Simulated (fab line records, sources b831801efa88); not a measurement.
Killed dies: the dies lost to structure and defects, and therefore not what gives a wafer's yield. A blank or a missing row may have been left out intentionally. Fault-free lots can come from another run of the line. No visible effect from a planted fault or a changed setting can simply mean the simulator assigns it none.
fab line records	flow sky130
record lots=5	wafers=15	lastDay=49
route steps=708 shown LOCAL_INTERCONNECT@388 CONTACT@406 PAD_OPEN@708
lots that met no fault: from a run of the same line without faults
startH: hours from the record's opening day to when the first of the lot's shown wafers began	waitH: hours since the lot's step before	" identical to the entry in the row above	L1.1+2: a row that stands for several wafers	- no value present, or no start provided	* or withheld: withheld	< > ~ a bound
route shown NAME@n: NAME is a module with steps in the file, n the number in the route of the first one	usual: mean/standard deviation of fault-free wafers	same: alike in all rows	chamber/n: place in a boat	sites: the reading at each site	_std_site: the standard deviation of these	_edge_site: mean of outer sites minus mean of inner sites	radiusMm: how far each site lies from the wafer's centre	mask NAME#n: copy n	behind: the last tool/chamber to shape the wafer	hold: the reason the lot was held/the length of the hold in hours/how it ended	device: the transistor (n, p or np) that didn't switch	end of line: tests run on the same wafers once the route is complete	step lacking rows: just its recipe	killed: at the first sort, the dies lost to defects and structure; wafer yield is something else	map: dies across one wafer; x = killed, . = not, _ = none there
set.NAME: the run value of the setting; set.NAME@STEP: its run value at that earlier step	model.NAME: the simulator's own value behind a step, which no gauge read
certain route steps with their lots: each step a table, each wafer a row
services: a tool's chamber out of use, with start hour (startH, from the record's first day; less than 0 if before it), hours out, and reason
## steps
# step SKY_LOCAL_INTERCONNECT_RS_MEAS_01
# recipe thkMeasGauge=four-point-probe	reads=TiN_of_LOCAL_INTERCONNECT_SPUTTER_00
# usual LOCAL_INTERCONNECT_TIN_RS=14.11/0.18
lot.wafer	tool	chamber	startH	waitH	LOCAL_INTERCONNECT_TIN_RS[ohm/sq]
L338.2	filmMetro-02	-	693.18	0.1	14.10
L338.4	"	-	"	"	14.05
L338.6	"	-	"	"	13.79
L340.2	filmMetro-01	-	705.84	0.1	14.33
L340.3	"	-	"	"	14.09
L340.4	"	-	"	"	14.13
L343.1	filmMetro-04	-	731.80	0.0	14.23
L343.3	"	-	"	"	14.49
L343.4	"	-	"	"	14.23
L348.2	filmMetro-04	-	770.52	0.1	13.95
L348.4	"	-	"	"	14.17
L348.6	"	-	"	"	13.82
L356.1	filmMetro-01	-	826.33	0.0	13.68
L356.2	"	-	"	"	13.73
L356.5	"	-	"	"	13.79
# step SKY_LOCAL_INTERCONNECT_THK_MEAS_02
# recipe thkMeasGauge=xrf	reads=TiN_of_LOCAL_INTERCONNECT_SPUTTER_00
# usual LOCAL_INTERCONNECT_TIN_THK=101.3/1.2
lot.wafer	tool	chamber	startH	waitH	LOCAL_INTERCONNECT_TIN_THK[nm]
L338.2	filmMetro-02	-	693.29	0.1	101.3
L338.4	"	-	"	"	101.9
L338.6	"	-	"	"	103.5
L340.2	filmMetro-01	-	705.95	0.1	99.6
L340.3	"	-	"	"	101.1
L340.4	"	-	"	"	101.4
L343.1	filmMetro-04	-	731.92	0.1	100.8
L343.3	"	-	"	"	98.6
L343.4	"	-	"	"	100.9
L348.2	filmMetro-04	-	770.63	0.1	102.7
L348.4	"	-	"	"	101.0
L348.6	"	-	"	"	103.0
L356.1	filmMetro-01	-	826.45	0.1	104.3
L356.2	"	-	"	"	103.7
L356.5	"	-	"	"	103.2
# step SKY_LOCAL_INTERCONNECT_DEHYDRATE_03
# recipe tempC=200	timeS=60
# step SKY_LOCAL_INTERCONNECT_HMDS_04
# recipe primeTimeS=60	primeTempC=120
# step SKY_LOCAL_INTERCONNECT_COAT_05
# recipe resist=BARC	tempC=withheld	timeS=withheld	spinRpm=3000	resistThkNm=60
# step SKY_LOCAL_INTERCONNECT_COAT_06
# recipe resist=KrF-thick	spinRpm=3000	resistThkNm=450
# step SKY_LOCAL_INTERCONNECT_SOFTBAKE_07
# recipe tempC=100	timeS=90	resist=KrF-thick
# step SKY_LOCAL_INTERCONNECT_EXPOSE_08
# recipe maskId=LI1M	na=0.8	sourceShape=annular	sigmaInner=0.55	sigmaOuter=0.85	targetCdNm=170	doseMj=28
# step SKY_LOCAL_INTERCONNECT_PEB_09
# recipe pebTempC=withheld	pebTimeS=withheld	resist=KrF-thick
# step SKY_LOCAL_INTERCONNECT_DEVELOP_10
# recipe developTimeS=60	resist=KrF-thick	devTempC=21
# step SKY_LOCAL_INTERCONNECT_CD_MEAS_11
# recipe targetCdNm=170
# usual cdNm=170.6/1.6
lot.wafer	tool	chamber	startH	waitH	cdNm
L338.2	cdSem-01	-	720.76	-	171.1
L338.4	"	-	"	"	171.9
L338.6	"	-	"	"	171.5
L340.2	cdSem-01	-	733.81	-	170.3
L340.3	"	-	"	"	171.2
L340.4	"	-	"	"	169.8
L343.1	cdSem-02	-	759.49	-	170.3
L343.3	"	-	"	"	170.1
L343.4	"	-	"	"	171.2
L348.2	cdSem-01	-	795.76	-	169.4
L348.4	"	-	"	"	168.5
L348.6	"	-	"	"	169.7
L356.1	cdSem-02	-	850.91	-	171.4
L356.2	"	-	"	"	171.5
L356.5	"	-	"	"	172.0
# step SKY_LOCAL_INTERCONNECT_OVL_MEAS_12
# usual LOCAL_INTERCONNECT_OVL=0/5.4
lot.wafer	tool	chamber	startH	waitH	LOCAL_INTERCONNECT_OVL[nm]
L338.2	overlay-01	-	720.86	0.1	-10
L338.4	"	-	"	"	-8
L338.6	"	-	"	"	1
L340.2	overlay-02	-	733.92	0.1	6
L340.3	"	-	"	"	1
L340.4	"	-	"	"	5
L343.1	overlay-02	-	759.61	0.1	3
L343.3	"	-	"	"	0
L343.4	"	-	"	"	2
L348.2	overlay-01	-	795.87	0.1	-3
L348.4	"	-	"	"	2
L348.6	"	-	"	"	0
L356.1	overlay-02	-	851.03	0.1	-3
L356.2	"	-	"	"	-4
L356.5	"	-	"	"	1
# step SKY_LOCAL_INTERCONNECT_ETCH_13
# recipe chemistry=N2/H2	target=BARC	ionEnergyEv=200	biasW=100	pressureMtorr=30	n2FlowSccm=100	h2FlowSccm=200	icpW=500	stopOn=SiO2	timeS=45.9	targetDepthA=600
# usual drypumpMotorCurrentA=6.0/0.58	oesProductAu=0.854/0.0045	throttleValvePct=13.226/0.0094
lot.wafer	tool	chamber	startH	waitH	drypumpMotorCurrentA	oesProductAu	rfHoursCounterH	throttleValvePct
L338.2	rieMetal-02	1	720.89	0.0	5.7	0.852	3.4	13.223
L338.4	"	0	"	"	6.8	0.862	-	13.219
L338.6	"	1	"	"	5.7	0.849	-	13.218
L340.2	rieMetal-02	1	733.95	0.0	5.7	0.857	3.9	13.227
L340.3	"	0	"	"	6.8	0.854	-	13.233
L340.4	"	1	"	"	5.7	0.857	-	13.213
L343.1	rieMetal-01	0	759.65	0.0	5.6	0.864	5.1	13.229
L343.3	"	0	"	"	5.7	0.855	-	13.226
L343.4	"	1	"	"	5.7	0.852	-	13.215
L348.2	rieMetal-02	0	795.90	0.0	6.8	0.856	6.1	13.223
L348.4	"	0	"	"	6.8	0.855	-	13.239
L348.6	"	1	"	"	5.7	0.853	-	13.217
L356.1	rieMetal-04	0	851.07	0.0	6.5	0.862	5.2	13.234
L356.2	"	1	"	"	5.1	0.855	8.5	13.210
L356.5	"	0	"	"	6.4	0.859	-	13.231
# step SKY_LOCAL_INTERCONNECT_METAL_ETCH_14
# recipe targetDepthNm=110	stopOn=PSG	chemistry=Cl2/BCl3	target=TiN	resistSidewallDeg=88	pressureMtorr=10	icpW=900	biasW=48.5	Cl2_flow_sccm=60	bcl3FlowSccm=30	timeS=31.4
# usual drypumpMotorCurrentA=6.0/0.58	oesProductAu=0.943/0.0083	throttleValvePct=21.900/0.011
lot.wafer	tool	chamber	startH	waitH	drypumpMotorCurrentA	oesProductAu	rfHoursCounterH	throttleValvePct
L338.2	rieMetal-02	1	720.95	0.0	5.7	0.948	3.5	21.877
L338.4	"	0	"	"	6.8	0.945	-	21.902
L338.6	"	1	"	"	5.7	0.955	-	21.872
L340.2	rieMetal-02	1	734.01	0.0	5.7	0.937	3.9	21.902
L340.3	"	0	"	"	6.7	0.946	-	21.887
L340.4	"	1	"	"	5.7	0.940	-	21.894
L343.1	rieMetal-01	0	759.71	0.0	5.6	0.948	5.1	21.900
L343.3	"	0	"	"	5.6	0.921	-	21.911
L343.4	"	1	"	"	5.7	0.944	-	21.897
L348.2	rieMetal-02	0	795.96	0.0	6.8	0.943	6.1	21.892
L348.4	"	0	"	"	6.8	0.939	-	21.908
L348.6	"	1	"	"	5.7	0.964	-	21.898
L356.1	rieMetal-04	0	851.13	0.0	6.4	0.953	5.3	21.888
L356.2	"	1	"	"	5.1	0.952	8.6	21.883
L356.5	"	0	"	"	6.5	0.951	-	21.898
# step SKY_LOCAL_INTERCONNECT_STRIP_15
# recipe chemistry=O2/N2	powerW=1400	pressureMtorr=1500	platenTempC=withheld	o2FlowSccm=3000	n2FlowSccm=300	overashFraction=0.5
# usual drypumpMotorCurrentA=5.8/0.36	oesProductAu=0.427/0.0048	stripTimeToEndpointS=4.728/0.018
lot.wafer	tool	chamber	startH	waitH	drypumpMotorCurrentA	oesProductAu	rfHoursCounterH	stripTimeToEndpointS
L338.2	plasmaAsher-04	1	721.01	0.0	5.3	0.424	109	4.742
L338.4	"	0	"	"	6.3	0.422	-	4.723
L338.6	"	0	"	"	6.3	0.428	-	4.739
L340.2	plasmaAsher-01	1	734.06	0.0	5.9	0.426	92	4.740
L340.3	"	0	"	"	5.5	0.432	-	4.721
L340.4	"	1	"	"	5.8	0.425	-	4.751
L343.1	plasmaAsher-04	0	759.76	0.0	6.3	0.431	1	4.719
L343.3	"	0	"	"	6.3	0.429	-	4.727
L343.4	"	1	"	"	5.3	0.429	-	4.728
L348.2	plasmaAsher-03	1	796.01	0.0	5.8	0.426	64	4.712
L348.4	"	1	"	"	5.7	0.428	-	4.721
L348.6	"	0	"	"	5.9	0.418	-	4.721
L356.1	plasmaAsher-04	1	851.18	0.0	5.2	0.426	10	4.743
L356.2	"	0	"	"	6.3	0.424	10	4.765
L356.5	"	1	"	"	5.3	0.420	-	4.733
# step SKY_LOCAL_INTERCONNECT_STRIP_16
# recipe chemistry=postEtchResidueRemover	timeS=1200	tempC=72.5
# step SKY_LOCAL_INTERCONNECT_CLEAN_17
# recipe chemistry=IPA	timeS=180	tempC=25
# step SKY_LOCAL_INTERCONNECT_CLEAN_18
# recipe chemistry=O3/DIW	dry=n2Spin
# step SKY_CONTACT_CVD_00
# recipe material=Si3N4	targetThkNm=75	tempC=400	timeS=withheld	rfW=450
# step SKY_CONTACT_THK_MEAS_01
# recipe reads=Si3N4_of_CONTACT_CVD_00
# usual CONTACT_CVD_00_THK=74.3/1.1
lot.wafer	tool	chamber	startH	waitH	CONTACT_CVD_00_THK[nm]
L338.2	filmMetro-04	-	721.65	-	74.4
L338.4	"	-	"	"	75.0
L338.6	"	-	"	"	75.6
L340.2	filmMetro-04	-	734.70	-	72.5
L340.3	"	-	"	"	75.2
L340.4	"	-	"	"	73.6
L343.1	filmMetro-01	-	760.42	-	73.5
L343.3	"	-	"	"	73.8
L343.4	"	-	"	"	74.4
L348.2	filmMetro-03	-	796.69	-	73.3
L348.4	"	-	"	"	76.5
L348.6	"	-	"	"	74.2
L356.1	filmMetro-01	-	852.15	-	76.0
L356.2	"	-	"	"	74.2
L356.5	"	-	"	"	75.2
# step SKY_CONTACT_HDPCVD_02
# recipe material=SiO2	targetThkNm=565	sigmaOpenFrac=0.3	timeS=94.2	tempC=600	sih4FlowSccm=60	pressureMtorr=6
# step SKY_CONTACT_THK_MEAS_03
# recipe reads=SiO2_of_CONTACT_HDPCVD_02
# usual CONTACT_HDPCVD_THK=568/6
lot.wafer	tool	chamber	startH	waitH	CONTACT_HDPCVD_THK[nm]
L338.2	filmMetro-03	-	721.77	0.0	564
L338.4	"	-	"	"	565
L338.6	"	-	"	"	568
L340.2	filmMetro-04	-	734.83	0.0	568
L340.3	"	-	"	"	565
L340.4	"	-	"	"	568
L343.1	filmMetro-04	-	760.55	0.0	574
L343.3	"	-	"	"	584
L343.4	"	-	"	"	578
L348.2	filmMetro-01	-	796.82	0.0	569
L348.4	"	-	"	"	570
L348.6	"	-	"	"	567
L356.1	filmMetro-03	-	852.28	0.0	558
L356.2	"	-	"	"	568
L356.5	"	-	"	"	573
# step SKY_CONTACT_CMP_04
# recipe material=SiO2	downForcePsi=4	platenRpm=60	padVelocityMS=0.94248
# step SKY_CONTACT_BOW_MEAS_05
# recipe mode=bow
# usual CONTACT_BOW=80/7.1
lot.wafer	tool	chamber	startH	waitH	CONTACT_BOW[um]
L338.2	filmMetro-03	-	722.14	0.2	81
L338.4	"	-	"	"	81
L338.6	"	-	"	"	87
L340.2	filmMetro-01	-	735.20	0.1	76
L340.3	"	-	"	"	87
L340.4	"	-	"	"	93
L343.1	filmMetro-04	-	760.91	0.2	66
L343.3	"	-	"	"	83
L343.4	"	-	"	"	72
L348.2	filmMetro-01	-	797.19	0.1	82
L348.4	"	-	"	"	79
L348.6	"	-	"	"	80
L356.1	filmMetro-04	-	852.64	0.1	80
L356.2	"	-	"	"	84
L356.5	"	-	"	"	76
# step SKY_CONTACT_DEHYDRATE_06
# recipe tempC=200	timeS=60
# step SKY_CONTACT_HMDS_07
# recipe primeTimeS=60	primeTempC=120
# step SKY_CONTACT_COAT_08
# recipe resist=BARC	tempC=withheld	timeS=withheld	spinRpm=3000	resistThkNm=60
# step SKY_CONTACT_COAT_09
# recipe resist=KrF-thick	spinRpm=3000	resistThkNm=450
# step SKY_CONTACT_SOFTBAKE_10
# recipe tempC=100	timeS=90	resist=KrF-thick
# step SKY_CONTACT_EXPOSE_11
# recipe maskId=CTM1	na=0.8	sourceShape=annular	sigmaInner=0.55	sigmaOuter=0.85	targetCdNm=170	doseMj=38
# step SKY_CONTACT_PEB_12
# recipe pebTempC=withheld	pebTimeS=withheld	resist=KrF-thick
# step SKY_CONTACT_DEVELOP_13
# recipe developTimeS=60	resist=KrF-thick	devTempC=21
# step SKY_CONTACT_CD_MEAS_14
# recipe targetCdNm=170
# usual cdNm=169.9/1.5
lot.wafer	tool	chamber	startH	waitH	cdNm
L338.2	cdSem-01	-	749.31	-	167.9
L338.4	"	-	"	"	170.0
L338.6	"	-	"	"	169.8
L340.2	cdSem-01	-	763.11	-	171.5
L340.3	"	-	"	"	170.4
L340.4	"	-	"	"	171.7
L343.1	cdSem-01	-	786.84	-	170.7
L343.3	"	-	"	"	171.3
L343.4	"	-	"	"	171.1
L348.2	cdSem-01	-	820.36	-	169.4
L348.4	"	-	"	"	168.9
L348.6	"	-	"	"	168.4
L356.1	cdSem-02	-	878.74	-	173.9
L356.2	"	-	"	"	172.8
L356.5	"	-	"	"	173.3
# step SKY_CONTACT_OVL_MEAS_15
# usual CONTACT_OVL=1/4.6
lot.wafer	tool	chamber	startH	waitH	CONTACT_OVL[nm]
L338.2	overlay-01	-	749.41	0.1	-1
L338.4	"	-	"	"	9
L338.6	"	-	"	"	5
L340.2	overlay-01	-	763.22	0.1	3
L340.3	"	-	"	"	-1
L340.4	"	-	"	"	1
L343.1	overlay-02	-	786.96	0.1	6
L343.3	"	-	"	"	4
L343.4	"	-	"	"	5
L348.2	overlay-02	-	820.47	0.1	-4
L348.4	"	-	"	"	-2
L348.6	"	-	"	"	-2
L356.1	overlay-01	-	878.86	0.1	6
L356.2	"	-	"	"	10
L356.5	"	-	"	"	5
# step SKY_CONTACT_ETCH_16
# recipe chemistry=N2/H2	target=BARC	ionEnergyEv=200	sourceW=500	biasW=100	pressureMtorr=30	n2FlowSccm=100	h2FlowSccm=200	stopOn=SiO2	timeS=45.9	targetDepthA=600
# usual drypumpMotorCurrentA=5.6/0.37	oesProductAu=0.855/0.005	throttleValvePct=13.225/0.0088
lot.wafer	tool	chamber	startH	waitH	drypumpMotorCurrentA	oesProductAu	rfHoursCounterH	throttleValvePct
L338.2	rieDiel-03	1	749.44	0.0	5.8	0.851	29	13.238
L338.4	"	3	"	"	5.8	0.861	0	13.215
L338.6	"	0	"	"	5.4	0.862	-	13.220
L340.2	rieDiel-04	3	763.25	0.0	5.1	0.851	17	13.218
L340.3	"	2	"	"	5.7	0.852	12	13.214
L340.4	"	1	"	"	6.3	0.862	19	13.229
L343.1	rieDiel-03	2	786.99	0.0	5.9	0.859	19	13.215
L343.3	"	1	"	"	5.8	0.854	30	13.223
L343.4	"	0	"	"	5.4	0.858	7	13.220
L348.2	rieDiel-02	3	820.50	0.0	5.8	0.861	21	13.237
L348.4	"	1	"	"	4.9	0.860	14	13.224
L348.6	"	0	"	"	6.2	0.845	-	13.216
L356.1	rieDiel-02	3	878.90	0.0	5.7	0.856	23	13.211
L356.2	"	2	"	"	5.9	0.843	6	13.221
L356.5	"	2	"	"	5.9	0.854	-	13.218
# step SKY_CONTACT_ETCH_17
# recipe target=SiO2	chemistry=C4F8/O2/Ar	stopOn=Si3N4	maskMaterial=KrF-thick	sourceW=1500	biasW=1200	pressureMtorr=40	c4f8FlowSccm=withheld	O2_flow_sccm=6	Ar_flow_sccm=300	timeS=withheld	targetDepthA=3400
# usual oesProductAu=0.892/0.0045
lot.wafer	tool	chamber	startH	waitH	oesProductAu
L338.2	rieDiel-03	1	749.48	0.0	0.893
L338.4	"	3	"	"	0.897
L338.6	"	0	"	"	0.889
L340.2	rieDiel-04	3	763.29	0.0	0.897
L340.3	"	2	"	"	0.895
L340.4	"	1	"	"	0.889
L343.1	rieDiel-03	2	787.03	0.0	0.893
L343.3	"	1	"	"	0.892
L343.4	"	0	"	"	0.882
L348.2	rieDiel-02	3	820.54	0.0	0.889
L348.4	"	1	"	"	0.896
L348.6	"	0	"	"	0.891
L356.1	rieDiel-02	3	878.94	0.0	0.894
L356.2	"	2	"	"	0.886
L356.5	"	2	"	"	0.898
# step SKY_CONTACT_ETCH_18
# recipe target=Si3N4	chemistry=CHF3/O2	stopOn=TiN	sourceW=600	biasW=200	pressureMtorr=40	chf3FlowSccm=50	O2_flow_sccm=5	timeS=39	targetDepthA=750
# step SKY_CONTACT_STRIP_19
# recipe chemistry=O2/N2	powerW=1400	pressureMtorr=1500	platenTempC=withheld	o2FlowSccm=3000	n2FlowSccm=300	overashFraction=0.5
# usual drypumpMotorCurrentA=5.6/0.38	oesProductAu=0.380/0.0046	stripTimeToEndpointS=3.62/0.033
lot.wafer	tool	chamber	startH	waitH	drypumpMotorCurrentA	oesProductAu	rfHoursCounterH	stripTimeToEndpointS
L338.2	plasmaAsher-01	1	749.57	-	5.8	0.383	94	3.66
L338.4	"	0	"	"	5.4	0.384	-	3.65
L338.6	"	1	"	"	5.8	0.385	-	3.68
L340.2	plasmaAsher-01	0	763.38	-	5.5	0.379	95	3.66
L340.3	"	1	"	"	5.8	0.381	-	3.62
L340.4	"	0	"	"	5.4	0.376	-	3.67
L343.1	plasmaAsher-04	0	787.12	-	6.3	0.378	4	3.61
L343.3	"	0	"	"	6.3	0.376	-	3.66
L343.4	"	1	"	"	5.2	0.379	-	3.67
L348.2	plasmaAsher-01	1	820.63	-	5.8	0.378	101	3.62
L348.4	"	1	"	"	5.9	0.381	-	3.60
L348.6	"	1	"	"	5.8	0.377	-	3.66
L356.1	plasmaAsher-02	1	879.03	-	5.1	0.377	44	3.57
L356.2	"	0	"	"	5.6	0.380	44	3.57
L356.5	"	1	"	"	5.1	0.379	-	3.53
# step SKY_CONTACT_STRIP_20
# recipe chemistry=postEtchResidueRemover	timeS=1200	tempC=72.5
# step SKY_CONTACT_CLEAN_21
# recipe chemistry=IPA	timeS=180	tempC=25
# step SKY_CONTACT_CLEAN_22
# recipe chemistry=O3/DIW	dry=n2Spin
# step SKY_CONTACT_SPUTTER_23
# recipe material=TiN	targetThkNm=20	chamberPressurePa=5	powerW=4000	timeS=80
# step SKY_PAD_OPEN_PROBE_99
# usual killed_at_M0_to_M3=44/6.5	killed_at_M4_up=3.3/1.9	killedAtContacts=23/4.7	killedAtFrontEnd=15/4.5	killedAtOther=0.2/0.52	killedDies=86/8.9	killedOpen=47/6.8	killedShort=39/6.1
# same grossDies=492	killedAtBackSide=0
lot.wafer	tool	chamber	startH	waitH	killed_at_M0_to_M3	killed_at_M4_up	killedAtContacts	killedAtFrontEnd	killedAtOther	killedDies	killedOpen	killedShort
L340.2	prober-02	-	1090.56	0.1	37	4	21	14	0	76	50	26
L340.3	prober-02	-	1090.61	0.2	44	4	26	9	0	83	49	34
L340.4	prober-02	-	1090.66	0.2	41	6	20	17	0	84	43	41
L343.1	prober-02	-	1108.06	0.1	43	1	23	17	0	84	49	35
L343.3	prober-02	-	1108.16	0.2	47	3	16	13	0	79	43	36
L343.4	prober-02	-	1108.21	0.2	45	3	26	20	0	94	56	38
L348.6	prober-01	-	1139.01	0.2	35	3	92	11	0	141	41	30
# killed by level:class
L340.2 VIA2:geometricParticle:open=12 CONTACT:geometricParticle:open=8 VIA1:geometricParticle:open=6 POLY_GATE:geometricParticle:short=5 LI_CONTACT:geometricParticle:open=5 METAL2:geometricParticle:short=4 POLY_GATE:geometricParticle:open=4 VIA3:geometricParticle:open=4
L340.3 CONTACT:geometricParticle:open=11 VIA3:geometricParticle:open=9 VIA1:geometricParticle:open=7 LI_CONTACT:geometricParticle:open=6 METAL1:geometricParticle:short=6 POLY_GATE:geometricParticle:short=5 VIA2:geometricParticle:open=5 CONTACT:geometricParticle:short=4
L340.4 VIA1:geometricParticle:open=12 CONTACT:geometricParticle:open=10 METAL4:geometricParticle:short=6 POLY_GATE:geometricParticle:short=5 CONTACT:geometricParticle:short=5 VIA1:geometricParticle:short=5 VIA2:geometricParticle:open=5 FIELD_ISO:geometricParticle:open=4
L343.1 CONTACT:geometricParticle:open=12 VIA1:geometricParticle:open=10 LI_CONTACT:geometricParticle:open=6 VIA2:geometricParticle:open=6 METAL3:geometricParticle:short=6 VIA3:geometricParticle:open=6 FIELD_ISO:geometricParticle:short=5 METAL1:geometricParticle:short=5
L343.3 VIA1:geometricParticle:open=11 VIA3:geometricParticle:open=8 METAL2:geometricParticle:short=6 METAL1:geometricParticle:short=6 VIA2:geometricParticle:open=6 CONTACT:geometricParticle:open=5 LI_CONTACT:geometricParticle:open=4 CONTACT:geometricParticle:short=4
L343.4 VIA3:geometricParticle:open=10 LI_CONTACT:geometricParticle:open=10 CONTACT:geometricParticle:open=9 POLY_GATE:geometricParticle:short=6 FIELD_ISO:geometricParticle:open=5 METAL2:geometricParticle:short=5 VIA2:geometricParticle:open=5 METAL3:geometricParticle:short=5
L348.6 LOCAL_INTERCONNECT:unspecified=70 VIA1:geometricParticle:open=9 CONTACT:geometricParticle:open=7 LI_CONTACT:geometricParticle:open=6 METAL1:geometricParticle:short=6 METAL2:geometricParticle:short=6 LI_CONTACT:geometricParticle:short=5 VIA3:geometricParticle:open=5
# map L348.6 (x killed, . not)
__________x....x...._________
________...x.........._______
______..x.x.x........x.x_____
_____...x.x..............____
____..x...........x......x___
___x.xx..x..x.....x..x.....__
__...........x.....x.x......_
_..xx..........x.x.....x.x..x
_.........x...........x......
_.........x...x..............
_...............x............
_x........xx.x.x.x....x.x.x..
_.....x......x.x......x..xx.x
_..............xxx.x........x
_..x.xx....xx.xxxxxx.x....x..
__.x.x....x.xxxxxxxx....x..._
___........xxxxxxxxx.xx....__
____xx.....xxxxxxxxxxx..x.___
_____.x...xxxxxxxxxxx....____
______....x..xxxxxxxx..._____
________x....xxxxxx..x_______
__________..xx.xxxx._________
# map L338.2 (x killed, . not)
__________.........x_________
________...x......xx.x_______
______x..x..x...x......x_____
_____x......x............____
____...........x.x.....x..___
___......xx..........x.xx..__
__...x...x.............xx..._
_.x..xx...........x......x.x.
_........xxx...xx..........xx
_..x..x........x.........x...
_..........x....xx........x.x
_...x..x.....x.x.......xx...x
_.x................x.........
_.x.x...xxx...x...........x.x
_..x....x..x......x.....x.x..
__....x.....x.x.xx..x..x...._
___.......x.x..x..x..x.....__
____...x........x....x....___
_____.......xxx...xx.....____
______x.......x......x.._____
________.xx.x.....x.x._______
__________.........._________
## services
tool	chamber	startH	hours	kind
plasmaAsher-01	-	704.36	2.3	repair
rieDiel-04	0	714.26	33.5	repair
plasmaAsher-01	-	721.53	4.0	repair
plasmaAsher-03	-	721.92	3.1	repair
rieDiel-03	3	724.72	-	clean
rieDiel-03	3	724.72	17.4	scheduledDown
rieMetal-01	-	727.97	2.8	pm
plasmaAsher-04	-	733.75	9.0	pm
rieDiel-02	-	746.08	10.0	pm
plasmaAsher-04	-	751.25	2.8	pm
plasmaAsher-04	-	754.61	2.3	repair
rieDiel-03	2	758.31	5.9	repair
rieMetal-02	0	758.48	8.0	repair
rieDiel-02	3	764.80	5.5	repair
plasmaAsher-02	-	767.70	2.8	pm
rieDiel-04	3	790.04	21.8	repair
rieMetal-04	-	796.49	1.1	repair
plasmaAsher-01	-	799.02	3.8	repair
rieMetal-04	0	803.90	6.0	repair
rieDiel-03	1	815.95	1.8	repair
rieMetal-02	1	835.75	4.7	repair
rieMetal-02	0	836.96	4.8	repair
rieDiel-04	-	857.61	0.7	repair
rieDiel-04	-	877.54	14.6	pm
## key
firstSign step=SKY_PAD_OPEN_PROBE_99	reading=killedAtContacts	direction=up	sigmas=15	usual=23	struck=92
effect step=SKY_PAD_OPEN_PROBE_99	reading=killedDies	direction=up	sigmas=6.2	usual=86	struck=141
metAt SKY_LOCAL_INTERCONNECT_ETCH_13
struckWafers L348.6
testerLeftOut L348
onsetBetween 733.95 795.90
fault kind=chamberParticleSource	tool=rieMetal-02	chamber=1	onsetH=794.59	steps=SKY_LOCAL_INTERCONNECT_ETCH_13	ratePerVisitCm2=2.2351	endH=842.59
# testerLeftOut: of these lots the tester's yield and bins aren't shown, on N5 and GAA mostly nor the transistor test; their killed dies are dies lost to structure and defects alone, not to doping, threshold or leakage, so they don't give the yield
